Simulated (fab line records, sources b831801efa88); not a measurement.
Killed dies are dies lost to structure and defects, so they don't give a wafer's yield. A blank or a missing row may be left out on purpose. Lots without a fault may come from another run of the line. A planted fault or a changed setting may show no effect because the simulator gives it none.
A struck lot beside a sound one | flow sky130 | 15 steps out of a route of 708
Sound: wafers L666.3, L666.4, L666.6. Struck: wafers L677.3, L677.4, L677.6. The cause comes at the end.
At each step with rows: each side's tool, then ch and its chambers, then its first start. Under that, the readings that differ: sound wafers | struck wafers | difference of the means | sigmas: that difference in standard deviations of wafers without a fault.
alike: readings whose means differ by less than 2 such deviations, and words and numbers that are the same on both sides. not compared: withheld readings, readings that some wafer has no value for, bounds like >300 that may hide the same value, and numbers for which the record gives no deviation and whose values overlap.
The two part at a step that has a row with sigmas, a row that says differs or no value, or rows on one side only. Numbers that don't overlap but have no deviation are shown without sigmas and don't part them. A reading that every wafer of one side lacks parts them only if that side has two wafers or more.

SKY_LI_CONTACT_CD_MEAS_12: target cd 170 nm.
  sound on cd_sem-01, day 29 21:19; struck on cd_sem-01, day 34 00:46
  reading    | sound             | struck            | difference | sigmas
  cd_nm (nm) | 168.1 167.2 169.8 | 172.5 172.0 170.9 | +3.4       | +2
SKY_LI_CONTACT_OVL_MEAS_13:
  sound on overlay-01, day 29 21:25; struck on overlay-02, day 34 00:52
  alike: LI_CONTACT_OVL
SKY_LI_CONTACT_ETCH_14: etches BARC in N2/H2, stops on SiO2, time 45.9 s, target depth 60 nm.
  sound on rie_diel-01 ch 1,2, day 29 21:26; struck on rie_diel-01 ch 2,3, day 34 00:53
  alike: drypump_motor_current_A, oes_product_au, throttle_valve_pct
  not compared: rf_hours_counter_h
SKY_LI_CONTACT_ETCH_15: etches PSG in C4F8/O2/Ar, stops on Si, target depth 600 nm.
  sound on rie_diel-01 ch 1,2, day 29 21:28; struck on rie_diel-01 ch 2,3, day 34 00:55
  alike: oes_product_au
then, 3 steps without rows for these wafers: SKY_LI_CONTACT_STRIP_16 (strips in O2/N2); SKY_LI_CONTACT_CLEAN_17 (cleans in NMP, time 600 s); SKY_LI_CONTACT_PRE_CLEAN_18 (time 5.6 s).
SKY_LI_CONTACT_SPUTTER_19: material Ti, target thk 20 nm, time 106.37 s.
  sound on pvd_sputter-01, day 29 21:51; struck on pvd_sputter-01, day 34 01:19
  alike: throttle_valve_pct
SKY_LI_CONTACT_SPUTTER_20: material TiN, target thk 20 nm, time 80 s.
  sound on pvd_sputter-01, day 29 21:56; struck on pvd_sputter-01, day 34 01:24
  alike: throttle_valve_pct
SKY_LI_CONTACT_CVD_21: deposits W, target thk 400 nm, time 120.56 s.
  sound on cvd_w-02 ch 0,1, day 29 22:02; struck on cvd_w-02 ch 0,1, day 34 01:30
  alike: heater_power_outer_w, heater_power_w
SKY_LI_CONTACT_RS_MEAS_22: measures by four-point-probe.
  sound on film_metro-01, day 29 22:10; struck on film_metro-02, day 34 01:37
  alike: LI_CONTACT_W_RS
SKY_LI_CONTACT_THK_MEAS_23: measures by xrf.
  sound on film_metro-01, day 29 22:16; struck on film_metro-02, day 34 01:43
  alike: LI_CONTACT_W_THK
SKY_LI_CONTACT_CMP_24: polishes, stops on PSG, t overpolish 20 s, target thk 0 nm.
  sound on cmp-02 ch 0,2, day 29 22:21; struck on cmp-01 ch 2,3, day 34 01:46
  reading                | sound                | struck               | difference | sigmas
  overpolish_run_s (s)   | 20.000 20.017 20.002 | 21.943 21.928 21.928 | +1.927     | +99 or more
  t_overpolish_s (s)     | 20 20 20             | 21.935 21.935 21.935 | +1.935     |
  time_to_endpoint_s (s) | 102 106 108          | 94 99 97             | -9         | -2
  alike: motor_current_A
then, 1 step without rows for these wafers: SKY_LOCAL_INTERCONNECT_SPUTTER_00 (material TiN, target thk 100 nm, time 83.3 s).
-- the record jumps here: 15 days lie between the struck wafers' starts before and after (it left off in module LOCAL_INTERCONNECT and takes up again in module PAD_OPEN, whose first step shown is number 708 of the route) --
SKY_PAD_OPEN_PROBE_99:
  sound on prober-01, day 46 07:41; struck on prober-02, day 49 05:10
  alike: killed_at_M0_to_M3, killed_at_M4_up, killed_at_contacts, killed_at_front_end, killed_at_other, killed_dies, killed_open, killed_short

WHERE THEY PART
First at SKY_LI_CONTACT_CD_MEAS_12; last, within this record, at SKY_LI_CONTACT_CMP_24. Later steps at which nothing parts them and some readings are alike: SKY_PAD_OPEN_PROBE_99.

WHY: what the simulator had put in
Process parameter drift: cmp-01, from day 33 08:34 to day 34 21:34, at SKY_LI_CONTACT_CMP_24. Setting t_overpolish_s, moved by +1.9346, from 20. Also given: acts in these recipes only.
